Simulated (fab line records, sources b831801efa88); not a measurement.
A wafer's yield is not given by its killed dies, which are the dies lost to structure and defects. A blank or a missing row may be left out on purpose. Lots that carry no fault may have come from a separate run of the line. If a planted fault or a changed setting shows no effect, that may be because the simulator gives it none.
fab line records	flow sfq-line
record lots=7	wafers=21	last-day=93
route steps=325 shown I0@47 M1@58
lots untouched by any fault: they come from a run of this same line in which no faults occurred
start-h: the number of hours between the record's first day and the start of the first shown wafer of the lot	wait-h: hours from the lot's prior step to this one	" the same as in the row above	L1.1+2: a row that stands for several wafers	- no value, or no start was given	* or withheld: withheld	< > ~ a bound
route shown NAME@n: NAME is a module with steps in the file, n the number in the route of the first one	usual: mean/standard deviation taken from wafers without a fault	same: alike in all rows	chamber/n: place in a boat	sites: each site's reading	_std_site: the values' standard deviation	_edge_site: inner sites' mean taken away from outer sites' mean	radius-mm: for every site, how far away it sits from the centre of the wafer	mask NAME#n: copy n	behind: tool/chamber where the wafer was last shaped	hold: why the lot was held/for how many hours/how that ended	device: names the non-switching transistor (n, p or np)	end of line: the route-end tests of the same wafers	where a step has no rows: the recipe by itself	killed: the dies lost at the first sort to structure and to defects; this is not the yield of the wafer	map: a wafer's dies, marking killed ones x, the rest . and places with no die _
set.NAME: the setting as run; set.NAME@STEP: as run at that earlier step	model.NAME: the simulator's own value behind a step, which no gauge read
certain route steps with their lots: each step a table, each wafer a row
services: the hour from which a tool's chamber was out of use, counted from the record's first day as start-h (under 0 if before that day), plus the number of hours and why
## steps
# step SFQ_TRILAYER_I0_VIA_LITHO_COAT_036
# recipe resist=BARC	spin-rpm=3000	resist-thk-nm=62
# step SFQ_TRILAYER_I0_VIA_LITHO_COAT_031
# recipe resist=KrF	spin-rpm=3000	resist-thk-nm=650
# step SFQ_TRILAYER_I0_VIA_LITHO_SOFTBAKE_035
# recipe temp-c=withheld	time-s=withheld	resist=KrF
# step SFQ_TRILAYER_I0_VIA_LITHO_EXPOSE_032
# recipe mask-id=I0	na=0.6	source-shape=conventional	sigma-outer=0.65	target-cd-nm=500	dose-mj=21.3
# step SFQ_TRILAYER_I0_VIA_LITHO_PEB_034
# recipe peb-temp-c=115	peb-time-s=60	resist=KrF
# step SFQ_TRILAYER_I0_VIA_LITHO_DEVELOP_033
# recipe time-s=60	resist=KrF
# step SFQ_I0_OVL_MEAS_908
# usual I0_OVL=1/6.2
lot.wafer	tool	chamber	start-h	wait-h	I0_OVL[nm]
L912.1	overlay-01	-	189.02	0.1	-4
L912.2	"	-	"	"	-1
L912.4	"	-	"	"	-3
L917.2	overlay-01	-	228.72	0.1	3
L917.3	"	-	"	"	5
L917.4	"	-	"	"	-6
L918.1	overlay-01	-	232.32	0.1	12
L918.5	"	-	"	"	16
L918.6	"	-	"	"	18
L919.1	overlay-02	-	239.52	0.1	5
L919.3	"	-	"	"	6
L919.4	"	-	"	"	7
L924.1	overlay-02	-	283.92	0.1	6
L924.3	"	-	"	"	-1
L924.5	"	-	"	"	8
L925.1	overlay-01	-	289.92	0.1	-6
L925.5	"	-	"	"	-2
L925.6	"	-	"	"	-6
L928.3	overlay-01	-	320.24	0.1	2
L928.4	"	-	"	"	4
L928.6	"	-	"	"	-7
# step SFQ_TRILAYER_I0_VIA_BARC_OPEN_VIA_ETCH_046
# recipe mask-material=PR	chemistry=O2	target-depth-nm=125	target=BARC	source-w=500	bias-w=80	pressure-mtorr=30	time-s=41.7
# usual drypump-motor-current-A=5.7/0.36	oes-product-au=0.685/0.0044	rf-fwd-power-W=494.0/2.3
lot.wafer	tool	chamber	start-h	wait-h	drypump-motor-current-A	oes-product-au	rf-fwd-power-W	rf-hours-counter-h
L912.1	rie-diel-03	3	189.05	0.0	5.1	0.683	494.2	105
L912.2	"	2	"	"	5.7	0.684	496.0	4
L912.4	"	1	"	"	5.8	0.684	495.3	74
L917.2	rie-diel-03	1	228.75	0.0	5.8	0.681	494.9	75
L917.3	"	0	"	"	5.9	0.684	491.3	5
L917.4	"	3	"	"	5.1	0.682	495.9	106
L918.1	rie-diel-02	2	232.35	0.0	6.3	0.677	494.1	52
L918.5	"	3	"	"	5.2	0.690	494.4	-
L918.6	"	0	"	"	5.6	0.684	491.9	-
L919.1	rie-diel-02	2	239.55	0.0	6.3	0.688	493.8	52
L919.3	"	0	"	"	5.6	0.680	491.5	8
L919.4	"	3	"	"	5.2	0.676	494.9	49
L924.1	rie-diel-02	0	283.95	0.0	5.6	0.685	491.1	9
L924.3	"	1	"	"	5.5	0.679	496.2	85
L924.5	"	1	"	"	5.5	0.687	494.4	-
L925.1	rie-diel-01	3	289.95	0.0	5.9	0.683	493.2	11
L925.5	"	2	"	"	5.6	0.690	493.7	-
L925.6	"	1	"	"	6.1	0.687	489.3	-
L928.3	rie-diel-02	1	320.26	0.0	5.5	0.681	494.5	85
L928.4	"	0	"	"	5.6	0.690	492.9	9
L928.6	"	1	"	"	5.4	0.676	494.0	-
# step SFQ_TRILAYER_I0_VIA_ETCH_VIA_ETCH_034
# recipe target=SiO2	stop-on=Nb	mask-material=PR	taper-deg=20	chemistry=CHF3	target-depth-nm=260	source-w=500	bias-w=80	pressure-mtorr=30	time-s=withheld
# usual drypump-motor-current-A=5.7/0.36	oes-product-au=0.854/0.0048	rf-fwd-power-W=497.8/1.7
lot.wafer	tool	chamber	start-h	wait-h	drypump-motor-current-A	oes-product-au	rf-fwd-power-W
L912.1	rie-diel-03	3	189.09	0.0	5.1	0.861	499.6
L912.2	"	2	"	"	5.6	0.850	499.8
L912.4	"	1	"	"	5.8	0.847	497.5
L917.2	rie-diel-03	1	228.79	0.0	5.8	0.863	496.3
L917.3	"	0	"	"	5.9	0.847	495.4
L917.4	"	3	"	"	5.1	0.850	497.6
L918.1	rie-diel-02	2	232.39	0.0	6.3	0.856	496.1
L918.5	"	3	"	"	5.2	0.848	500.1
L918.6	"	0	"	"	5.7	0.857	498.2
L919.1	rie-diel-02	2	239.59	0.0	6.3	0.846	499.0
L919.3	"	0	"	"	5.6	0.855	496.7
L919.4	"	3	"	"	5.2	0.853	498.8
L924.1	rie-diel-02	0	283.99	0.0	5.6	0.848	498.7
L924.3	"	1	"	"	5.4	0.852	497.6
L924.5	"	1	"	"	5.5	0.852	499.6
L925.1	rie-diel-01	3	289.99	0.0	5.9	0.856	496.7
L925.5	"	2	"	"	5.6	0.850	495.6
L925.6	"	1	"	"	6.1	0.862	497.5
L928.3	rie-diel-02	1	320.30	0.0	5.5	0.850	499.4
L928.4	"	0	"	"	5.7	0.852	497.6
L928.6	"	1	"	"	5.5	0.852	500.1
# step SFQ_TRILAYER_I0_VIA_STRIP_STRIP_035
# recipe gas=O2	power-w=200	platen-temp-c=40	overash-fraction=0.65	chemistry=O2	pressure-mtorr=50
# usual drypump-motor-current-A=5.8/0.61	oes-product-au=0.997/0.0076
lot.wafer	tool	chamber	start-h	wait-h	drypump-motor-current-A	oes-product-au	rf-hours-counter-h
L912.1	rie-metal-01	1	189.21	-	6.2	1.006	69
L912.2	"	0	"	"	6.5	1.006	63
L912.4	"	1	"	"	6.2	1.003	-
L917.2	rie-metal-03	1	228.91	-	5.7	0.989	29
L917.3	"	0	"	"	5.9	0.996	-
L917.4	"	1	"	"	5.7	0.996	-
L918.1	rie-metal-03	1	232.51	-	5.7	1.006	30
L918.5	"	1	"	"	5.7	0.995	-
L918.6	"	0	"	"	5.9	0.999	-
L919.1	rie-metal-01	1	239.71	-	6.2	0.996	76
L919.3	"	1	"	"	6.2	0.999	-
L919.4	"	0	"	"	6.6	0.987	-
L924.1	rie-metal-02	0	284.11	-	4.7	0.995	99
L924.3	"	0	"	"	4.6	0.995	-
L924.5	"	0	"	"	4.7	0.997	-
L925.1	rie-metal-03	1	290.11	-	5.7	0.992	43
L925.5	"	1	"	"	5.7	0.989	-
L925.6	"	0	"	"	5.9	0.989	-
L928.3	rie-metal-02	0	320.61	-	4.6	1.010	-
L928.4	"	1	"	"	5.3	0.988	-
L928.6	"	1	"	"	5.3	0.992	-
# step SFQ_TRILAYER_I0_VIA_STRIP_SOLV_CLEAN_036
# recipe chemistry=NMP	temp-c=70	time-s=600
# step SFQ_TRILAYER_M1_DEP_PRE_CLEAN_038
# recipe gas=Ar	time-s=22.5	bias-v=250
# step SFQ_TRILAYER_M1_DEP_SPUTTER_037
# recipe material=Nb	base-pressure-pa=1.33e-06	chamber-pressure-pa=0.1333	substrate-temp-c=20	resputter-cathode-voltage-v=400	target-thk-nm=200	power-w=2000	time-s=133.3
# usual base-pressure-pa=1.34e-06/7.3e-08	cathode-dc-power-W=2000.0/0.35	throttle-valve-pct=29.9/0.92
lot.wafer	tool	chamber	start-h	wait-h	base-pressure-pa	cathode-dc-power-W	throttle-valve-pct
L912.1	pvd-sputter-05	-	190.01	0.0	1.27e-06	1999.3	30.6
L912.2	"	-	"	"	1.29e-06	2000.0	30.2
L912.4	"	-	"	"	1.28e-06	1999.8	29.4
L917.2	pvd-sputter-05	-	229.71	0.0	-	-	-
L917.3	"	-	"	"	-	-	-
L917.4	"	-	"	"	-	-	-
L918.1	pvd-sputter-06	-	233.31	0.0	-	-	-
L918.5	"	-	"	"	-	-	-
L918.6	"	-	"	"	-	-	-
L919.1	pvd-sputter-05	-	240.54	0.0	-	-	-
L919.3	"	-	"	"	-	-	-
L919.4	"	-	"	"	-	-	-
L924.1	pvd-sputter-05	-	284.91	0.0	1.38e-06	2000.0	30.8
L924.3	"	-	"	"	1.36e-06	2000.1	31.8
L924.5	"	-	"	"	1.21e-06	1999.5	32.0
L925.1	pvd-sputter-06	-	290.91	0.0	1.36e-06	1999.7	28.7
L925.5	"	-	"	"	1.28e-06	2000.2	29.4
L925.6	"	-	"	"	1.52e-06	2000.6	29.2
L928.3	pvd-sputter-05	-	321.22	0.0	1.43e-06	2000.3	30.3
L928.4	"	-	"	"	1.39e-06	2000.2	30.3
L928.6	"	-	"	"	1.32e-06	1999.8	30.3
# step SFQ_M1_RS_MEAS_909
# recipe thk-meas-gauge=four-point-probe	reads=Nb_of_TRILAYER_M1_DEP_SPUTTER_037
# usual M1_NB_RS=0.893/0.0095
lot.wafer	tool	chamber	start-h	wait-h	M1_NB_RS[ohm/sq]
L912.1	film-metro-03	-	190.10	0.0	0.888
L912.2	"	-	"	"	0.887
L912.4	"	-	"	"	0.872
L917.2	film-metro-04	-	229.82	0.1	-
L917.3	"	-	"	"	-
L917.4	"	-	"	"	-
L918.1	film-metro-04	-	233.40	0.0	-
L918.5	"	-	"	"	-
L918.6	"	-	"	"	-
L919.1	film-metro-03	-	240.72	0.1	-
L919.3	"	-	"	"	-
L919.4	"	-	"	"	-
L924.1	film-metro-01	-	285.00	0.0	0.897
L924.3	"	-	"	"	0.897
L924.5	"	-	"	"	0.898
L925.1	film-metro-04	-	291.00	0.0	0.886
L925.5	"	-	"	"	0.895
L925.6	"	-	"	"	0.881
L928.3	film-metro-04	-	321.35	0.1	0.913
L928.4	"	-	"	"	0.910
L928.6	"	-	"	"	0.903
# step SFQ_TRILAYER_M1_LITHO_COAT_044
# recipe resist=BARC	spin-rpm=3000	resist-thk-nm=62
# step SFQ_TRILAYER_M1_LITHO_COAT_039
# recipe resist=KrF	spin-rpm=3000	resist-thk-nm=600
# step SFQ_TRILAYER_M1_LITHO_SOFTBAKE_043
# recipe temp-c=withheld	time-s=withheld	resist=KrF
# step SFQ_TRILAYER_M1_LITHO_EXPOSE_040
# recipe mask-id=M1	na=0.6	source-shape=conventional	sigma-outer=0.65	target-cd-nm=500	dose-mj=14.4
# step SFQ_TRILAYER_M1_LITHO_PEB_042
# recipe peb-temp-c=115	peb-time-s=60	resist=KrF
# step SFQ_TRILAYER_M1_LITHO_DEVELOP_041
# recipe time-s=60	resist=KrF
# step SFQ_M1_OVL_MEAS_911
# usual M1_OVL=2/4.5
lot.wafer	tool	chamber	start-h	wait-h	M1_OVL[nm]
L912.1	overlay-02	-	240.72	0.1	8
L912.2	"	-	"	"	7
L912.4	"	-	"	"	4
L917.2	overlay-02	-	279.12	0.1	5
L917.3	"	-	"	"	4
L917.4	"	-	"	"	-2
L918.1	overlay-02	-	281.52	0.1	7
L918.5	"	-	"	"	4
L918.6	"	-	"	"	6
L919.1	overlay-02	-	286.32	0.1	-5
L919.3	"	-	"	"	-1
L919.4	"	-	"	"	-3
L924.1	overlay-01	-	334.62	0.1	1
L924.3	"	-	"	"	-2
L924.5	"	-	"	"	3
L925.1	overlay-02	-	340.62	0.1	1
L925.5	"	-	"	"	-2
L925.6	"	-	"	"	1
L928.3	overlay-02	-	378.41	0.1	-4
L928.4	"	-	"	"	4
L928.6	"	-	"	"	-1
# step SFQ_TRILAYER_M1_BARC_OPEN_METAL_ETCH_054
# recipe mask-material=PR	chemistry=O2	target-depth-nm=125	target=BARC	icp-w=600	bias-w=80	pressure-mtorr=10	time-s=41.7
# usual drypump-motor-current-A=5.6/0.74	oes-product-au=0.685/0.0044	rf-fwd-power-W=594.0/2.4
lot.wafer	tool	chamber	start-h	wait-h	drypump-motor-current-A	oes-product-au	rf-fwd-power-W	rf-hours-counter-h
L912.1	rie-metal-02	0	240.75	0.0	4.6	0.684	593.7	91
L912.2	"	1	"	"	5.3	0.688	599.0	59
L912.4	"	1	"	"	5.3	0.688	598.3	-
L917.2	rie-metal-02	1	279.15	0.0	5.2	0.686	598.3	66
L917.3	"	1	"	"	5.3	0.680	597.1	-
L917.4	"	0	"	"	4.6	0.692	591.8	-
L918.1	rie-metal-02	0	281.55	0.0	4.6	0.688	593.9	98
L918.5	"	0	"	"	4.6	0.684	592.1	-
L918.6	"	1	"	"	5.3	0.690	593.5	-
L919.1	rie-metal-02	0	286.35	0.0	4.6	0.684	590.0	99
L919.3	"	1	"	"	5.2	0.681	594.4	-
L919.4	"	0	"	"	4.6	0.681	594.8	-
L924.1	rie-metal-04	0	334.66	0.0	5.6	0.680	592.8	48
L924.3	"	0	"	"	5.6	0.687	592.8	-
L924.5	"	1	"	"	6.6	0.684	592.1	-
L925.1	rie-metal-01	1	340.66	0.0	6.2	0.679	593.4	95
L925.5	"	1	"	"	6.2	0.687	593.7	-
L925.6	"	0	"	"	6.6	0.685	592.1	-
L928.3	rie-metal-02	1	378.45	0.0	5.3	0.685	593.7	-
L928.4	"	0	"	"	4.6	0.677	594.2	-
L928.6	"	1	"	"	5.3	0.683	595.7	-
# step SFQ_TRILAYER_M1_ETCH_METAL_ETCH_042
# recipe target=Nb	stop-on=SiO2	mask-material=PR	chemistry=Cl2/Ar	target-depth-nm=240	icp-w=600	bias-w=80	pressure-mtorr=10	time-s=120
# usual drypump-motor-current-A=5.6/0.73	oes-product-au=0.892/0.0065	rf-fwd-power-W=596.7/2.1
lot.wafer	tool	chamber	start-h	wait-h	drypump-motor-current-A	oes-product-au	rf-fwd-power-W	rf-hours-counter-h
L912.1	rie-metal-02	0	240.81	0.0	4.6	0.899	594.4	91
L912.2	"	1	"	"	5.2	0.893	599.2	59
L912.4	"	1	"	"	5.3	0.914	599.5	-
L917.2	rie-metal-02	1	279.21	0.0	5.2	0.373	597.8	66
L917.3	"	1	"	"	5.3	0.373	595.6	-
L917.4	"	0	"	"	4.6	0.381	595.9	-
L918.1	rie-metal-02	0	281.61	0.0	4.6	0.372	595.1	99
L918.5	"	0	"	"	4.6	0.383	595.6	-
L918.6	"	1	"	"	5.2	0.373	598.0	-
L919.1	rie-metal-02	0	286.41	0.0	4.6	0.380	599.2	99
L919.3	"	1	"	"	5.2	0.374	598.6	-
L919.4	"	0	"	"	4.6	0.367	596.5	-
L924.1	rie-metal-04	0	334.72	0.0	5.6	0.885	598.2	48
L924.3	"	0	"	"	5.6	0.886	597.1	-
L924.5	"	1	"	"	6.6	0.887	597.4	-
L925.1	rie-metal-01	1	340.72	0.0	6.2	0.892	596.4	95
L925.5	"	1	"	"	6.2	0.887	595.2	-
L925.6	"	0	"	"	6.5	0.897	597.1	-
L928.3	rie-metal-02	1	378.54	0.1	5.3	0.877	598.2	-
L928.4	"	0	"	"	4.6	0.879	593.8	-
L928.6	"	1	"	"	5.3	0.889	595.1	-
# step SFQ_TRILAYER_M1_STRIP_STRIP_043
# recipe gas=O2	power-w=200	platen-temp-c=40	overash-fraction=0.65	chemistry=O2	pressure-mtorr=50
# usual drypump-motor-current-A=5.6/0.73	oes-product-au=0.999/0.0084
lot.wafer	tool	chamber	start-h	wait-h	drypump-motor-current-A	oes-product-au	rf-hours-counter-h
L912.1	rie-metal-02	0	240.94	0.1	4.6	0.997	91
L912.2	"	1	"	"	5.3	0.992	59
L912.4	"	1	"	"	5.3	1.011	-
L917.2	rie-metal-02	1	279.34	0.1	5.2	0.981	66
L917.3	"	1	"	"	5.3	0.992	-
L917.4	"	0	"	"	4.6	0.989	-
L918.1	rie-metal-02	0	281.74	0.1	4.7	0.991	99
L918.5	"	0	"	"	4.6	0.992	-
L918.6	"	1	"	"	5.2	1.002	-
L919.1	rie-metal-02	0	286.54	0.1	4.6	0.993	100
L919.3	"	1	"	"	5.2	0.989	-
L919.4	"	0	"	"	4.6	0.995	-
L924.1	rie-metal-04	0	334.84	0.1	5.6	1.012	48
L924.3	"	0	"	"	5.6	1.004	-
L924.5	"	1	"	"	6.6	0.995	-
L925.1	rie-metal-01	1	340.84	0.1	6.2	1.008	95
L925.5	"	1	"	"	6.1	1.022	-
L925.6	"	0	"	"	6.6	1.003	-
L928.3	rie-metal-02	1	378.82	0.2	5.3	1.001	-
L928.4	"	0	"	"	4.6	1.013	-
L928.6	"	1	"	"	5.3	0.998	-
## services
tool	chamber	start-h	hours	kind
rie-diel-01	-	185.95	1.1	repair
rie-diel-02	0	200.11	16.2	repair
rie-metal-04	0	204.06	15.5	repair
rie-metal-01	-	223.73	14.6	pm
rie-diel-01	-	229.71	14.6	pm
rie-metal-03	0	247.44	-	clean
rie-metal-03	0	247.44	16.0	scheduled-down
rie-metal-03	0	247.44	16.0	vent-cycle
rie-metal-03	0	265.87	2.5	repair
rie-diel-02	3	267.10	4.9	repair
rie-diel-01	2	268.36	10.2	repair
rie-diel-03	0	289.13	4.0	repair
rie-diel-03	1	316.97	3.3	repair
rie-diel-01	-	330.05	2.0	repair
rie-diel-02	-	330.43	0.3	repair
rie-diel-02	0	333.78	4.0	repair
rie-metal-04	-	354.14	0.6	repair
## key
first-sign step=SFQ_TRILAYER_M1_DEP_SPUTTER_037	reading=tool-record	direction=missing
effect step=SFQ_M1_RS_MEAS_909	reading=M1_NB_RS	direction=missing
effect step=SFQ_TRILAYER_M1_ETCH_METAL_ETCH_042	reading=oes-product-au	direction=down	sigmas=79	usual=0.892	struck=0.375
met-at SFQ_TRILAYER_M1_DEP_SPUTTER_037
struck-wafers L917.2,L917.3,L917.4,L918.1,L918.5,L918.6,L919.1,L919.3,L919.4
onset-between 190.01 229.71
fault kind=skipped-step-whole	tool=pvd-sputter-05,pvd-sputter-06	chamber=-	onset-h=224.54	steps=SFQ_TRILAYER_M1_DEP_SPUTTER_037	scope=struck-lots-only
